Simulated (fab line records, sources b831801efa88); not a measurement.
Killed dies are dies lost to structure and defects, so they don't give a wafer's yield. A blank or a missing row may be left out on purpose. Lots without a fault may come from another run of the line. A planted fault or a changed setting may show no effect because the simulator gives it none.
fab line records | flow sky130
record lots=6 wafers=18 last_day=49
route steps=708 shown POLY_GATE@222 LDD_N@237 LDD_P@255 PAD_OPEN@708
lots that met no fault: from a run of the same line without faults
start_h: hours from the record's first day to the start of the lot's first wafer shown | wait_h: hours since the lot's step before | " the same as in the row above | L1.1+2: a row that stands for several wafers | - no value, or no start given | * or withheld: withheld | < > ~ a bound
route shown NAME@n: a module of which the file shows steps, and the number in the route of the first | usual: mean/standard deviation of fault-free wafers | same: alike in all rows | chamber/n: place in a boat | sites: the reading at each site | _std_site: their standard deviation | _edge_site: outer sites' mean less inner sites' | radius_mm: how far each site lies from the wafer's centre | mask NAME#n: copy n | behind: the tool/chamber that last shaped the wafer | hold: why the lot was held/for how many hours/how that ended | device: the transistor (n, p or np) that didn't switch | end of line: the same wafers' tests at the end of the route | a step without rows: its recipe alone | killed: dies lost to structure and defects at the first sort, not the wafer's yield | map: a wafer's dies, x killed, . not, _ none there
set.NAME: the setting as run; set.NAME@STEP: as run at that earlier step | model.NAME: the simulator's own value behind a step, which no gauge read
lots at some steps of the route; a table a step, a row a wafer
services: from which hour (start_h, from the record's first day; less than 0 if before it) a tool's chamber was out of use, for how many hours, and why
## steps
# step SKY_POLY_GATE_COAT_08
# recipe resist=KrF-thick spin_rpm=3000 resist_thk_nm=450
# step SKY_POLY_GATE_SOFTBAKE_09
# recipe temp_c=100 time_s=90 resist=KrF-thick
# step SKY_POLY_GATE_EXPOSE_10
# recipe mask_id=P1M na=0.68 source_shape=conventional sigma_outer=0.6 target_cd_nm=150 dose_mj=28
# step SKY_POLY_GATE_PEB_11
# recipe peb_temp_c=withheld peb_time_s=withheld resist=KrF-thick
# step SKY_POLY_GATE_DEVELOP_12
# recipe develop_time_s=60 resist=KrF-thick dev_temp_c=21
# step SKY_POLY_GATE_CD_MEAS_13
# recipe target_cd_nm=150
# usual cd_nm=150.3/1.5
# columns lot.wafer tool chamber start_h wait_h cd_nm
L864.1 cd_sem-01 - 370.13 - 151.4
L864.4 " - " " 150.1
L864.5 " - " " 151.4
L866.1 cd_sem-02 - 387.73 - 149.0
L866.4 " - " " 151.2
L866.5 " - " " 150.3
L867.1 cd_sem-01 - 401.03 - 149.3
L867.4 " - " " 148.6
L867.5 " - " " 149.4
L868.4 cd_sem-02 - 413.70 - 149.8
L868.5 " - " " 150.8
L868.6 " - " " 150.8
L878.2 cd_sem-02 - 496.42 - 149.6
L878.4 " - " " 150.4
L878.5 " - " " 150.2
L883.2 cd_sem-01 - 546.11 - 150.5
L883.3 " - " " 151.7
L883.4 " - " " 151.0
# step SKY_POLY_GATE_OVL_MEAS_14
# usual POLY_GATE_OVL=-1/6.1
# columns lot.wafer tool chamber start_h wait_h POLY_GATE_OVL[nm]
L864.1 overlay-01 - 370.25 0.1 -3
L864.4 " - " " 8
L864.5 " - " " -3
L866.1 overlay-02 - 387.85 0.1 -3
L866.4 " - " " -5
L866.5 " - " " -12
L867.1 overlay-01 - 401.15 0.1 -9
L867.4 " - " " -6
L867.5 " - " " -3
L868.4 overlay-02 - 413.77 0.1 5
L868.5 " - " " -2
L868.6 " - " " 2
L878.2 overlay-02 - 496.53 0.1 4
L878.4 " - " " 0
L878.5 " - " " -8
L883.2 overlay-02 - 546.21 0.1 -2
L883.3 " - " " 7
L883.4 " - " " 8
# step SKY_POLY_GATE_ETCH_15
# recipe chemistry=N2/H2 target=BARC ion_energy_ev=200 source_w=500 bias_w=100 pressure_mtorr=30 n2_flow_sccm=100 h2_flow_sccm=200 stop_on=SiO2 time_s=118.5 target_depth_a=1100
# usual drypump_motor_current_A=5.7/0.5 h2_flow_sccm=200.1/0.56 oes_product_au=0.716/0.0044 throttle_valve_pct=13.211/0.0093
# columns lot.wafer tool chamber start_h wait_h drypump_motor_current_A h2_flow_sccm oes_product_au rf_hours_counter_h throttle_valve_pct
L864.1 rie_diel-03 2 370.29 0.0 6.0 199.6 0.710 93 13.207
L864.4 " 1 " " 5.0 199.6 0.710 111 13.217
L864.5 " 3 " " 5.0 199.9 0.717 - 13.225
L866.1 rie_diel-03 3 387.89 0.0 5.0 199.6 0.721 26 13.223
L866.4 " 2 " " 6.0 200.0 0.718 94 13.210
L866.5 " 0 " " 5.1 200.3 0.711 - 13.212
L867.1 rie_diel-01 3 401.19 0.0 5.2 200.9 0.719 6 13.208
L867.4 " 2 " " 4.9 201.1 0.717 8 13.216
L867.5 " 1 " " 6.2 200.4 0.704 - 13.198
L868.4 rie_diel-04 2 413.83 0.1 6.4 200.0 0.714 - 13.232
L868.5 " 0 " " 5.7 199.7 0.717 - 13.205
L868.6 " 1 " " 6.0 200.0 0.720 - 13.215
L878.2 rie_diel-01 1 496.56 0.0 6.2 201.0 0.710 52 13.203
L878.4 " 2 " " 4.9 200.3 0.712 10 13.223
L878.5 " 1 " " 6.2 199.5 0.716 - 13.204
L883.2 rie_diel-01 1 546.24 0.0 6.2 199.7 0.719 53 13.209
L883.3 " 0 " " 5.7 200.6 0.711 25 13.203
L883.4 " 3 " " 5.2 201.3 0.713 9 13.204
# step SKY_POLY_GATE_ETCH_16
# recipe stop_on=poly-Si chemistry=CH3F/O2 target=Si3N4 source_w=400 bias_w=80 pressure_mtorr=25 ch3f_flow_sccm=40 O2_flow_sccm=30 time_s=147.5 target_depth_a=750
# usual O2_flow_sccm=29.99/0.089 drypump_motor_current_A=5.7/0.5 oes_product_au=0.639/0.0053 throttle_valve_pct=10.533/0.0086
# columns lot.wafer tool chamber start_h wait_h O2_flow_sccm drypump_motor_current_A oes_product_au rf_hours_counter_h throttle_valve_pct
L864.1 rie_diel-03 2 370.37 0.0 30.06 6.0 0.638 93 10.538
L864.4 " 1 " " 30.01 5.0 0.629 111 10.536
L864.5 " 3 " " 30.11 5.0 0.624 - 10.517
L866.1 rie_diel-03 3 387.97 0.0 29.93 5.0 0.642 26 10.533
L866.4 " 2 " " 29.96 6.0 0.636 94 10.526
L866.5 " 0 " " 29.99 5.1 0.641 - 10.527
L867.1 rie_diel-01 3 401.27 0.0 29.93 5.2 0.635 6 10.534
L867.4 " 2 " " 29.98 4.9 0.636 8 10.529
L867.5 " 1 " " 29.92 6.2 0.634 - 10.536
L868.4 rie_diel-04 2 413.92 0.0 29.87 6.4 0.640 - 10.524
L868.5 " 0 " " 29.81 5.7 0.641 - 10.527
L868.6 " 1 " " 30.04 6.0 0.644 - 10.533
L878.2 rie_diel-01 1 496.64 0.0 29.98 6.2 0.636 53 10.551
L878.4 " 2 " " 29.89 4.9 0.644 10 10.531
L878.5 " 1 " " 29.84 6.2 0.642 - 10.527
L883.2 rie_diel-01 1 546.32 0.0 29.92 6.2 0.628 53 10.525
L883.3 " 0 " " 29.99 5.7 0.633 25 10.532
L883.4 " 3 " " 29.84 5.2 0.632 9 10.545
# step SKY_POLY_GATE_ETCH_17
# recipe target_depth_nm=180 stop_on=SiO2 over_etch_frac=0.56667 chemistry=HBr/Cl2 target=poly-Si icp_w=400 bias_w=100 pressure_mtorr=10 HBr_flow_sccm=150 Cl2_flow_sccm=50 time_s=70.5
# usual drypump_motor_current_A=5.8/0.59 he_backside_leak_sccm=2.74/0.22 oes_product_au=0.987/0.0094 throttle_valve_pct=33.686/0.0088
# columns lot.wafer tool chamber start_h wait_h drypump_motor_current_A he_backside_leak_sccm oes_product_au rf_hours_counter_h throttle_valve_pct
L864.1 rie_si-01 2 370.47 0.0 6.6 2.70 0.986 5 33.693
L864.4 " 3 " " 5.3 2.62 0.984 81 33.688
L864.5 " 2 " " 6.7 2.68 0.979 - 33.695
L866.1 rie_si-01 2 388.07 0.0 6.7 2.86 0.997 5 33.671
L866.4 " 3 " " 5.3 2.65 0.986 - 33.705
L866.5 " 2 " " 6.6 2.79 1.001 - 33.678
L867.1 rie_si-02 3 401.37 0.0 6.8 2.62 1.000 2 33.688
L867.4 " 0 " " 5.7 2.79 0.978 5 33.669
L867.5 " 3 " " 6.8 2.62 1.018 - 33.683
L868.4 rie_si-01 0 414.00 0.0 5.2 2.97 0.986 - 33.694
L868.5 " 2 " " 6.6 2.93 0.980 - 33.693
L868.6 " 1 " " 5.7 2.98 0.980 - 33.680
L878.2 rie_si-02 2 496.74 0.0 5.4 2.27 0.978 12 33.690
L878.4 " 0 " " 5.7 2.85 0.971 - 33.681
L878.5 " 3 " " 6.8 2.62 0.987 - 33.675
L883.2 rie_si-01 3 546.42 0.0 5.3 2.53 0.989 1 33.677
L883.3 " 2 " " 6.6 2.84 0.989 6 33.675
L883.4 " 2 " " 6.6 3.00 0.990 - 33.673
# step SKY_POLY_GATE_STRIP_18
# recipe chemistry=O2/N2 power_w=1400 pressure_mtorr=1500 platen_temp_c=withheld o2_flow_sccm=3000 n2_flow_sccm=300 overash_fraction=0.5
# usual drypump_motor_current_A=6.1/0.38 oes_product_au=0.360/0.0046 strip_time_to_endpoint_s=3.17/0.048
# columns lot.wafer tool chamber start_h wait_h drypump_motor_current_A oes_product_au rf_hours_counter_h strip_time_to_endpoint_s
L864.1 plasma_asher-03 0 370.53 0.0 5.7 0.360 69 3.17
L864.4 " 1 " " 6.7 0.361 - 3.15
L864.5 " 1 " " 6.7 0.364 - 3.13
L866.1 plasma_asher-04 0 388.13 0.0 6.3 0.362 70 3.12
L866.4 " 0 " " 6.2 0.362 - 3.23
L866.5 " 1 " " 6.3 0.367 - 3.23
L867.1 plasma_asher-03 1 401.43 0.0 6.7 0.363 73 3.18
L867.4 " 1 " " 6.7 0.358 - 3.12
L867.5 " 1 " " 6.7 0.362 - 3.12
L868.4 plasma_asher-04 1 414.06 0.0 6.3 0.357 - 3.17
L868.5 " 1 " " 6.3 0.359 - 3.27
L868.6 " 0 " " 6.3 0.361 - 3.15
L878.2 plasma_asher-03 0 496.79 0.0 5.7 0.361 6 3.18
L878.4 " 0 " " 5.7 0.354 - 3.16
L878.5 " 0 " " 5.7 0.356 - 3.14
L883.2 plasma_asher-02 1 546.48 0.0 5.7 0.360 31 3.16
L883.3 " 0 " " 5.6 0.371 - 3.26
L883.4 " 1 " " 5.7 0.356 - 3.23
# step SKY_POLY_GATE_CLEAN_19
# recipe chemistry=SC1/SC2 mix=1:4:20 temp_c=70 time_s=150 dry=n2_spin
# step SKY_POLY_GATE_OXIDATION_20
# recipe temp_c=850 ambient=O2 stabilise_s=600 purge_s=300 target_thk_a=40 ox_time_s=899
# usual ox_temp_c_max=854.1/1.1 zone_power_bottom_pct=27.9/1.3
# columns lot.wafer tool chamber start_h wait_h ox_temp_c_max zone_power_bottom_pct
L864.1 furnace-02 0 372.58 1.9 855.2 29.3
L864.4 " 0 " " 855.2 29.1
L864.5 " 0 " " 855.5 28.7
L866.1 furnace-02 0 390.07 1.8 854.6 29.4
L866.4 " 0 " " 856.6 29.3
L866.5 " 0 " " 854.3 28.8
L867.1 furnace-02 0 402.24 0.7 854.9 29.2
L867.4 " 0 " " 854.8 29.3
L867.5 " 0 " " 854.6 29.0
L868.4 furnace-02 0 414.93 0.7 854.2 29.4
L868.5 " 0 " " 855.3 29.2
L868.6 " 0 " " 854.8 29.8
L878.2 furnace-01 0 496.96 0.0 853.5 26.7
L878.4 " 0 " " 853.3 26.2
L878.5 " 0 " " 853.8 26.4
L883.2 furnace-01 0 547.92 1.2 853.3 26.8
L883.3 " 0 " " 853.1 26.3
L883.4 " 0 " " 854.1 26.9
# step SKY_POLY_GATE_THK_MEAS_21
# recipe reads=SiO2_of_POLY_GATE_OXIDATION_20
# usual POLY_GATE_OXIDATION_THK=4.01/0.089
# columns lot.wafer tool chamber start_h wait_h POLY_GATE_OXIDATION_THK[nm]
L864.1 film_metro-03 - 373.83 0.0 4.02
L864.4 " - " " 4.08
L864.5 " - " " 4.03
L866.1 film_metro-04 - 391.32 0.0 3.91
L866.4 " - " " 3.88
L866.5 " - " " 4.03
L867.1 film_metro-03 - 403.49 0.0 4.10
L867.4 " - " " 4.07
L867.5 " - " " 4.00
L868.4 film_metro-03 - 416.20 0.0 3.95
L868.5 " - " " 3.97
L868.6 " - " " 3.97
L878.2 film_metro-03 - 498.22 0.0 3.83
L878.4 " - " " 3.75
L878.5 " - " " 3.80
L883.2 film_metro-03 - 549.18 0.0 3.88
L883.3 " - " " 3.95
L883.4 " - " " 3.89
# step SKY_POLY_GATE_CD_MEAS_22
# usual cd_nm=151/3.3
# columns lot.wafer tool chamber start_h wait_h cd_nm
L864.1 cd_sem-02 - 373.89 0.1 151
L864.4 " - " " 154
L864.5 " - " " 155
L866.1 cd_sem-02 - 391.38 0.1 149
L866.4 " - " " 148
L866.5 " - " " 153
L867.1 cd_sem-02 - 403.55 0.1 149
L867.4 " - " " 151
L867.5 " - " " 150
L868.4 cd_sem-02 - 416.32 0.1 149
L868.5 " - " " 149
L868.6 " - " " 144
L878.2 cd_sem-01 - 498.30 0.1 156
L878.4 " - " " 151
L878.5 " - " " 150
L883.2 cd_sem-01 - 549.26 0.1 151
L883.3 " - " " 152
L883.4 " - " " 157
# step SKY_LDD_N_DEHYDRATE_00
# recipe temp_c=200 time_s=60
# step SKY_LDD_N_HMDS_01
# recipe prime_time_s=60 prime_temp_c=120
# step SKY_LDD_N_COAT_02
# recipe resist=NOVOLAK spin_rpm=3000 resist_thk_nm=300
# step SKY_LDD_N_SOFTBAKE_03
# recipe temp_c=90 time_s=60 resist=NOVOLAK
# step SKY_LDD_N_EXPOSE_04
# recipe mask_id=NTM target_cd_nm=840 na=0.6 source_shape=conventional sigma_outer=0.6 dose_mj=110
# step SKY_LDD_N_PEB_05
# recipe temp_c=withheld time_s=* resist=NOVOLAK
# step SKY_LDD_N_DEVELOP_06
# recipe develop_time_s=60 dev_temp_c=23
# step SKY_LDD_N_OVL_MEAS_07
# usual LDD_N_OVL=0.0/1.5
# columns lot.wafer tool chamber start_h wait_h LDD_N_OVL[nm]
L864.1 overlay-01 - 402.69 0.1 1.8
L864.4 " - " " 1.9
L864.5 " - " " 0.9
L866.1 overlay-02 - 421.75 0.1 1.0
L866.4 " - " " 0.2
L866.5 " - " " 0.4
L867.1 overlay-02 - 433.94 0.1 -0.9
L867.4 " - " " -0.5
L867.5 " - " " -1.1
L868.4 overlay-02 - 446.11 0.1 0.6
L868.5 " - " " -0.1
L868.6 " - " " 0.0
L878.2 overlay-02 - 528.04 0.1 -1.4
L878.4 " - " " -1.3
L878.5 " - " " -0.3
L883.2 overlay-01 - 579.14 0.1 0.1
L883.3 " - " " -1.7
L883.4 " - " " -0.1
# step SKY_LDD_N_IMPLANT_08
# recipe species=As energy_kev=20 dose_cm2=7.5e+13 tilt_deg=withheld rotation_deg=23
# step SKY_LDD_N_IMPLANT_09
# recipe species=As energy_kev=20 dose_cm2=7.5e+13 tilt_deg=withheld rotation_deg=113
# step SKY_LDD_N_IMPLANT_10
# recipe species=As energy_kev=20 dose_cm2=7.5e+13 tilt_deg=withheld rotation_deg=203
# step SKY_LDD_N_IMPLANT_11
# recipe species=As energy_kev=20 dose_cm2=7.5e+13 tilt_deg=withheld rotation_deg=293
# step SKY_LDD_N_IMPLANT_12
# recipe species=BF2 energy_kev=50 dose_cm2=5e+12 tilt_deg=30 rotation_deg=0
# step SKY_LDD_N_IMPLANT_13
# recipe species=BF2 energy_kev=50 dose_cm2=5e+12 tilt_deg=30 rotation_deg=90
# step SKY_LDD_N_IMPLANT_14
# recipe species=BF2 energy_kev=50 dose_cm2=5e+12 tilt_deg=30 rotation_deg=180
# step SKY_LDD_N_IMPLANT_15
# recipe species=BF2 energy_kev=50 dose_cm2=5e+12 tilt_deg=30 rotation_deg=270
# step SKY_LDD_N_STRIP_16
# recipe chemistry=O2/N2 power_w=1400 pressure_mtorr=1500 platen_temp_c=withheld o2_flow_sccm=3000 n2_flow_sccm=300 overash_fraction=0.5
# usual drypump_motor_current_A=5.7/0.46 oes_product_au=0.406/0.0044 strip_time_to_endpoint_s=4.308/0.014
# columns lot.wafer tool chamber start_h wait_h drypump_motor_current_A oes_product_au rf_hours_counter_h strip_time_to_endpoint_s
L864.1 plasma_asher-03 1 403.92 0.1 6.7 0.401 73 4.294
L864.4 " 0 " " 5.7 0.407 - 4.307
L864.5 " 1 " " 6.7 0.405 - 4.321
L866.1 plasma_asher-01 0 423.02 0.2 5.3 0.407 65 4.292
L866.4 " 1 " " 5.4 0.410 - 4.282
L866.5 " 0 " " 5.3 0.402 - 4.272
L867.1 plasma_asher-03 0 435.17 0.1 5.7 0.414 1 4.299
L867.4 " 1 " " 6.6 0.404 - 4.276
L867.5 " 1 " " 6.7 0.399 - 4.304
L868.4 plasma_asher-01 1 447.36 0.1 5.4 0.399 - 4.315
L868.5 " 1 " " 5.4 0.405 - 4.316
L868.6 " 0 " " 5.2 0.400 - 4.337
L878.2 plasma_asher-01 0 529.27 0.1 5.2 0.407 76 4.304
L878.4 " 0 " " 5.2 0.402 - 4.320
L878.5 " 1 " " 5.4 0.401 - 4.330
L883.2 plasma_asher-01 0 580.37 0.1 5.3 0.394 81 4.287
L883.3 " 0 " " 5.2 0.406 - 4.282
L883.4 " 1 " " 5.4 0.412 - 4.316
# step SKY_LDD_N_TW_MEAS_17
# usual LDD_N_TW=2592/25
# columns lot.wafer tool chamber start_h wait_h LDD_N_TW
L864.1 film_metro-04 - 404.02 0.1 2606
L864.4 " - " " 2602
L864.5 " - " " 2598
L866.1 film_metro-02 - 423.12 0.1 2575
L866.4 " - " " 2578
L866.5 " - " " 2590
L867.1 film_metro-02 - 435.27 0.1 2568
L867.4 " - " " 2561
L867.5 " - " " 2587
L868.4 film_metro-04 - 447.45 0.1 2621
L868.5 " - " " 2621
L868.6 " - " " 2633
L878.2 film_metro-04 - 529.38 0.1 2644
L878.4 " - " " 2628
L878.5 " - " " 2646
L883.2 film_metro-02 - 580.48 0.1 2578
L883.3 " - " " 2583
L883.4 " - " " 2576
# step SKY_LDD_P_DEHYDRATE_00
# recipe temp_c=200 time_s=60
# step SKY_LDD_P_HMDS_01
# recipe prime_time_s=60 prime_temp_c=120
# step SKY_LDD_P_COAT_02
# recipe resist=NOVOLAK spin_rpm=3000 resist_thk_nm=1161
# step SKY_LDD_P_SOFTBAKE_03
# recipe temp_c=90 time_s=60 resist=NOVOLAK
# step SKY_LDD_P_EXPOSE_04
# recipe mask_id=PSDM na=0.6 source_shape=conventional sigma_outer=0.6 polarization=unpolarized target_cd_nm=380 dose_mj=138
# step SKY_LDD_P_PEB_05
# recipe temp_c=withheld time_s=* resist=NOVOLAK
# step SKY_LDD_P_DEVELOP_06
# recipe resist=NOVOLAK developer=TMAH develop_time_s=60 dev_temp_c=23
# step SKY_LDD_P_CD_MEAS_07
# recipe target_cd_nm=380
# usual cd_nm=380.5/2.2
# columns lot.wafer tool chamber start_h wait_h cd_nm
L864.1 cd_sem-02 - 433.53 0.1 379.8
L864.4 " - " " 379.9
L864.5 " - " " 381.1
L866.1 cd_sem-02 - 453.83 0.1 380.7
L866.4 " - " " 380.5
L866.5 " - " " 381.0
L867.1 cd_sem-01 - 466.14 0.1 380.1
L867.4 " - " " 379.4
L867.5 " - " " 383.2
L868.4 cd_sem-02 - 478.35 0.1 377.6
L868.5 " - " " 378.7
L868.6 " - " " 379.5
L878.2 cd_sem-02 - 559.07 0.1 382.6
L878.4 " - " " 383.5
L878.5 " - " " 380.8
L883.2 cd_sem-02 - 610.47 0.1 382.8
L883.3 " - " " 382.2
L883.4 " - " " 382.3
# step SKY_LDD_P_OVL_MEAS_08
# usual LDD_P_OVL=-1.2/1.4
# columns lot.wafer tool chamber start_h wait_h LDD_P_OVL[nm]
L864.1 overlay-02 - 433.65 0.1 -1.0
L864.4 " - " " -0.1
L864.5 " - " " -2.4
L866.1 overlay-01 - 453.95 0.1 0.5
L866.4 " - " " -2.4
L866.5 " - " " 0.3
L867.1 overlay-01 - 466.26 0.1 0.3
L867.4 " - " " -0.6
L867.5 " - " " -3.0
L868.4 overlay-02 - 478.43 0.1 -0.6
L868.5 " - " " -2.3
L868.6 " - " " -2.9
L878.2 overlay-01 - 559.18 0.1 -2.7
L878.4 " - " " -1.6
L878.5 " - " " -1.2
L883.2 overlay-01 - 610.58 0.1 -0.8
L883.3 " - " " 1.3
L883.4 " - " " -0.1
# step SKY_PAD_OPEN_PROBE_99
# columns lot.wafer tool chamber start_h wait_h model.etest.diode_nwell_sub.leak_log10_a_cm2 model.etest.diode_dnwell_sub.leak_log10_a_cm2 model.etest.diode_pwell_dnwell.leak_log10_a_cm2 model.etest.diode_ndiff_pwell_hv.leak_log10_a_cm2 model.etest.diode_pdiff_nwell_hv.leak_log10_a_cm2 model.etest.diode_ndiff_pwell.leak_log10_a_cm2 model.etest.diode_pdiff_nwell.leak_log10_a_cm2 model.etest.nfet_16v.off_log10_a_um
L864.1 prober-02 - 1077.51 0.1 -7.222 -7.172 -7.642 -6.581 -6.42 -7.167 -7.133 -13.87
L864.4 prober-02 - 1077.66 0.2 -7.066 -7.137 -7.498 -6.827 -6.774 -7.154 -7.147 -13.7
L864.5 prober-02 - 1077.71 0.2 -7.378 -7.451 -7.472 -6.664 -6.497 -7.212 -6.905 -13.89
L866.1 prober-02 - 1092.06 0.1 -7.405 -7.518 -7.766 -6.643 -6.575 -7.045 -7.141 -13.78
L866.4 prober-02 - 1092.21 0.2 -7.508 -7.197 -7.622 -6.696 -6.842 -7.202 -7.244 -13.81
L866.5 prober-02 - 1092.26 0.2 -7.27 -7.128 -7.605 -6.517 -6.766 -7.541 -7.144 -13.77
L867.1 prober-01 - 1102.82 0.1 -5.795 -5.871 -6.59 -5.868 -5.499 -6.543 -6.589 -13.01
L867.4 prober-01 - 1102.97 0.2 -5.925 -5.672 -6.344 -5.875 -5.929 -6.423 -6.625 -13.17
L867.5 prober-01 - 1103.02 0.2 -5.864 -6.019 -6.358 -5.769 -5.975 -6.481 -6.637 -13.31
L868.4 prober-02 - 1107.56 0.2 -5.825 -5.846 -6.324 -5.968 -5.92 -6.641 -6.276 -13.13
L868.5 prober-02 - 1107.61 0.2 -6.029 -5.892 -6.539 -5.843 -5.85 -6.144 -6.611 -13.17
L868.6 prober-02 - 1107.66 0.2 -5.949 -5.999 -6.514 -5.767 -5.875 -6.914 -6.463 -13.06
L878.2 prober-02 - 1160.31 0.1 -7.615 -7.525 -7.559 -6.511 -6.427 -7.469 -7.061 -13.86
L878.4 prober-02 - 1160.41 0.2 -7.606 -7.099 -7.431 -6.787 -6.481 -7.17 -7.412 -13.81
L878.5 prober-02 - 1160.46 0.2 -7.325 -7.12 -7.631 -6.464 -6.624 -7.258 -7.22 -13.75
L883.2 prober-01 - 1187.22 0.1 -7.143 -7.24 -7.599 -6.644 -6.634 -7.27 -7.2 -13.78
L883.3 prober-01 - 1187.27 0.2 -7.628 -7.56 -7.545 -6.831 -6.573 -7.695 -7.015 -13.81
L883.4 prober-01 - 1187.32 0.2 -7.324 -7.204 -7.46 -6.571 -6.476 -7.287 -7.309 -13.89
# killed by level:class
L864.1 VIA1:geometric_particle:open=14 CONTACT:geometric_particle:open=10 METAL2:geometric_particle:short=7 FIELD_ISO:geometric_particle:short=6 CONTACT:geometric_particle:short=6 POLY_GATE:geometric_particle:short=4 VIA2:geometric_particle:open=4 LI_CONTACT:geometric_particle:open=4
L864.4 VIA1:geometric_particle:open=14 LI_CONTACT:geometric_particle:open=9 CONTACT:geometric_particle:open=8 POLY_GATE:geometric_particle:short=6 VIA2:geometric_particle:open=6 FIELD_ISO:geometric_particle:open=4 METAL1:geometric_particle:short=4 METAL2:geometric_particle:short=4
L864.5 CONTACT:geometric_particle:open=11 VIA1:geometric_particle:open=11 POLY_GATE:geometric_particle:open=10 VIA3:geometric_particle:open=10 VIA2:geometric_particle:open=6 POLY_GATE:geometric_particle:short=5 LI_CONTACT:geometric_particle:open=5 LOCAL_INTERCONNECT:geometric_particle:short=5
L866.1 VIA2:geometric_particle:open=10 POLY_GATE:geometric_particle:short=8 POLY_GATE:geometric_particle:open=6 CONTACT:geometric_particle:open=6 VIA1:geometric_particle:open=6 VIA1:geometric_particle:short=4 VIA3:geometric_particle:open=4 LOCAL_INTERCONNECT:geometric_particle:short=3
L866.4 VIA1:geometric_particle:open=14 VIA2:geometric_particle:open=8 VIA3:geometric_particle:open=8 CONTACT:geometric_particle:open=6 VIA1:geometric_particle:short=6 POLY_GATE:geometric_particle:open=5 LI_CONTACT:geometric_particle:open=5 METAL1:geometric_particle:short=5
L866.5 VIA3:geometric_particle:open=12 VIA1:geometric_particle:open=11 VIA2:geometric_particle:open=9 CONTACT:geometric_particle:open=7 FIELD_ISO:geometric_particle:short=5 POLY_GATE:geometric_particle:short=5 LI_CONTACT:geometric_particle:open=5 METAL1:geometric_particle:short=5
L868.4 VIA1:geometric_particle:open=11 VIA2:geometric_particle:open=11 CONTACT:geometric_particle:open=7 POLY_GATE:geometric_particle:open=6 FIELD_ISO:geometric_particle:open=5 METAL1:geometric_particle:short=5 VIA1:geometric_particle:short=5 VIA3:geometric_particle:open=5
L868.5 VIA1:geometric_particle:open=16 LOCAL_INTERCONNECT:geometric_particle:short=9 VIA3:geometric_particle:open=8 FIELD_ISO:geometric_particle:short=7 LI_CONTACT:geometric_particle:open=6 CONTACT:geometric_particle:open=5 FIELD_ISO:geometric_particle:open=4 CONTACT:geometric_particle:short=4
L868.6 VIA1:geometric_particle:open=7 VIA3:geometric_particle:open=7 CONTACT:geometric_particle:open=6 VIA2:geometric_particle:open=6 METAL1:geometric_particle:short=4 METAL2:geometric_particle:short=4 METAL2:coat_microbubble_printed=3 FIELD_ISO:geometric_particle:open=3
L878.2 CONTACT:geometric_particle:open=17 CONTACT:geometric_particle:short=8 VIA1:geometric_particle:short=8 VIA1:geometric_particle:open=6 LOCAL_INTERCONNECT:geometric_particle:short=5 VIA3:geometric_particle:open=5 LI_CONTACT:geometric_particle:open=4 METAL4:geometric_particle:short=4
L878.4 VIA1:geometric_particle:open=16 CONTACT:geometric_particle:open=10 METAL1:geometric_particle:short=8 POLY_GATE:geometric_particle:open=5 VIA2:geometric_particle:open=5 VIA3:geometric_particle:open=5 LI_CONTACT:geometric_particle:short=4 METAL3:geometric_particle:short=4
L878.5 VIA1:geometric_particle:open=11 CONTACT:geometric_particle:open=9 CONTACT:geometric_particle:short=9 VIA3:geometric_particle:open=9 LI_CONTACT:geometric_particle:open=8 VIA2:geometric_particle:open=8 METAL2:geometric_particle:short=6 POLY_GATE:geometric_particle:short=4
L883.2 VIA1:geometric_particle:open=12 CONTACT:geometric_particle:open=10 VIA3:geometric_particle:open=6 LI_CONTACT:geometric_particle:open=5 VIA2:geometric_particle:open=5 FIELD_ISO:geometric_particle:short=4 METAL1:geometric_particle:short=4 METAL2:geometric_particle:short=4
L883.3 VIA1:geometric_particle:open=12 CONTACT:geometric_particle:open=9 FIELD_ISO:geometric_particle:open=7 CONTACT:geometric_particle:short=7 POLY_GATE:geometric_particle:short=6 LI_CONTACT:geometric_particle:short=6 VIA1:geometric_particle:short=6 VIA3:geometric_particle:open=5
L883.4 CONTACT:geometric_particle:open=9 VIA1:geometric_particle:open=9 CONTACT:geometric_particle:short=8 VIA3:geometric_particle:open=7 LI_CONTACT:geometric_particle:open=5 FIELD_ISO:geometric_particle:short=5 LI_CONTACT:geometric_particle:short=5 METAL1:geometric_particle:short=5
## services
# columns tool chamber start_h hours kind
rie_si-01 1 356.11 1.7 repair
plasma_asher-01 - 358.36 0.4 repair
plasma_asher-01 - 358.72 2.8 pm
rie_diel-03 3 359.08 1.4 repair
rie_diel-04 3 367.37 2.4 repair
rie_diel-03 2 372.33 7.3 repair
furnace-02 - 378.02 3.5 pm
rie_si-01 1 379.13 20.8 repair
rie_diel-01 1 394.39 6.5 repair
plasma_asher-03 - 421.25 9.0 pm
rie_diel-01 - 422.31 0.5 repair
plasma_asher-03 - 447.05 6.5 repair
rie_diel-01 - 492.51 0.6 repair
rie_si-01 1 495.56 3.8 repair
plasma_asher-01 - 498.21 5.3 repair
furnace-02 - 511.68 4.1 repair
rie_diel-03 2 535.22 2.5 repair
furnace-02 - 546.02 2.9 pm
rie_si-01 0 549.87 9.1 repair
rie_diel-03 3 551.63 9.8 repair
rie_diel-01 - 563.56 0.3 repair
furnace-02 - 567.23 3.4 pm
rie_diel-01 - 573.70 0.4 repair
rie_si-01 1 573.88 2.6 repair
## key
first_sign none at tools or gauges
model_effect step=SKY_PAD_OPEN_PROBE_99 value=etest.diode_nwell_sub.leak_log10_a_cm2 without=-7.313 struck=-5.898
met_at SKY_POLY_GATE_OXIDATION_20
struck_wafers L867.1,L867.4,L867.5,L868.4,L868.5,L868.6
sort_left_out L867.1,L867.4,L867.5
tester_left_out L867,L868
onset_between 390.07 402.24
fault kind=metallic_contamination_source tool=furnace-02 chamber=- onset_h=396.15 steps=SKY_POLY_GATE_OXIDATION_20 rate_cm2_per_visit=1.2822e+12 species=metal_fe_cm2
# tester_left_out: of these lots the tester's yield and bins aren't shown, on N5 and GAA mostly nor the transistor test; their killed dies are dies lost to structure and defects alone, not to doping, threshold or leakage, so they don't give the yield
# sort_left_out: the simulated sort isn't trusted on such a fault, so these wafers' sort isn't shown, and their yield isn't known
